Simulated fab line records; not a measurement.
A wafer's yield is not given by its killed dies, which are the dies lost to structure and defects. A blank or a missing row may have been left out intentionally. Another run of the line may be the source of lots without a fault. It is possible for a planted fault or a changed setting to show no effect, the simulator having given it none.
Which tool is to blame? | flow gf180mcu | 7 lots, 21 wafers sampled, at 2 steps of a route of 602

== WHAT EACH GAUGE READ, for each wafer ==
GF_STI_THK_MEAS_04.
lot  | measured    | on            | STI_CVD_03_THK (nm)
L121 | day 1 23:34 | film-metro-04 | 211.1 209.1 210.2
L123 | day 2 09:35 | film-metro-01 | 201.8 201.8 201.5
L127 | day 3 06:34 | film-metro-03 | 205.7 208.2 205.4
L129 | day 3 15:34 | film-metro-04 | 207.6 206.4 206.5
L131 | day 4 01:35 | film-metro-03 | 206.1 207.2 207.9
L138 | day 5 12:44 | film-metro-01 | 146.9 147.5 147.7
L140 | day 6 00:28 | film-metro-01 | 204.4 206.5 207.9

== WHICH TOOL RAN EACH LOT (tool, then ch and the chambers of the sampled wafers, then the start) ==
lot  | GF_STI_CVD_03
L121 | lpcvd-02 ch 0, day 1 21:34
L123 | lpcvd-01 ch 0, day 2 07:34
L127 | lpcvd-01 ch 1, day 3 03:34
L129 | lpcvd-02 ch 0, day 3 13:34
L131 | lpcvd-01 ch 0, day 3 23:34
L138 | lpcvd-02 ch 1, day 5 10:44
L140 | lpcvd-01 ch 1, day 5 21:27
- GF_STI_CVD_03: deposits Si3N4 from DCS/NH3, target thk 207.16 nm, time 3551 s.

== THE ANSWER, worked out from the rows above alone ==
Rule: the lots themselves supply what counts as usual. The widest of any qualifying gaps counts: lots, ordered by their means at a reading, are off when they make up no more than a third of the lots, leave a main group of 4 or more, and stand apart from it by 3 or more times the standard deviation of that group's means. A main group whose means are all the same, to the digits that the tables above print for the reading, isn't used. Also off: a lot with no number at a reading for which 4 or more lots have one. The other lots that the step has rows for count as sound.
Off: at GF_STI_THK_MEAS_04 (STI_CVD_03_THK), L138. The main group has a mean of 206.4 nm with a standard deviation of 2.5.
If a tool, at a process step before that reading, ran all the lots that are off and no sound lot after the first of them, it fits. Those tools and the gauges at GF_STI_THK_MEAS_04 are tried in the same way. One candidate fits, namely lpcvd-02 at GF_STI_CVD_03. Its last sound lot is L129 (day 3 13:34), its first lot that is off L138 (day 5 10:44): a fault that began between those two fits.

== WHAT THE SIMULATOR HAD PUT IN ==
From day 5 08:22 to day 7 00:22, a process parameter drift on lpcvd-02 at GF_STI_CVD_03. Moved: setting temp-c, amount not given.
Shown lots that were struck: L138. This agrees with what the rule above found.
